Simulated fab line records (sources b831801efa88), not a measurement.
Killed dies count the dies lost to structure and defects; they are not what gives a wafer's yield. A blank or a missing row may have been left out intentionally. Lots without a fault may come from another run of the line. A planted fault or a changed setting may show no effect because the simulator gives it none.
Matching of chambers ; flow sky130 ; SKY_PASSIVATION_CVD_00 on pecvd-02: 3 sister chambers
The step deposits SiO2, target thk 90 nm. 6 wafers are shown with their chamber, then 7 later ones without.

## WAFERS WITH THEIR CHAMBER
wafer;chamber;heater power w (W)
L238.6;1;773
L240.2;0;717
L240.4;2;795
L240.5;1;762
L242.2;0;686
L242.3;2;787

## WAFERS WHOSE CHAMBER IS MISSING
wafer;heater power w (W)
L242.6;687
L245.3;751
L245.5;790
L245.6;651
L250.2;608
L250.4;601
L250.6;735

## THE CHAMBER EACH PASSED THROUGH
wafer;from the rows above;in truth
L242.6;0;0
L245.3;can't be placed: 1 or 2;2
L245.5;can't be placed: 2 or 1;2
L245.6;0;0
L250.2;0;0
L250.4;0;0
L250.6;can't be placed: 1 or 0 or 2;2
Correct placement for 4 of the 7. From these rows, 3 cannot be placed; in 3 the true chamber is one of the candidates. Wrongly placed: 0.
How it was worked out, from the rows above alone: a wafer's distance from a chamber is the root of the sum, over the readings, of the square of ((its reading less the chamber's mean) divided by the reading's scatter). If the next closest chamber is less than 2 further off than the closest, the wafer can't be placed; otherwise it belongs to the closest. Each chamber's mean is taken over the wafers shown for it. The scatter is the square root of a quotient: the sum, over the shown wafers, of each reading's squared deviation from its chamber's mean, divided by wafers minus chambers.
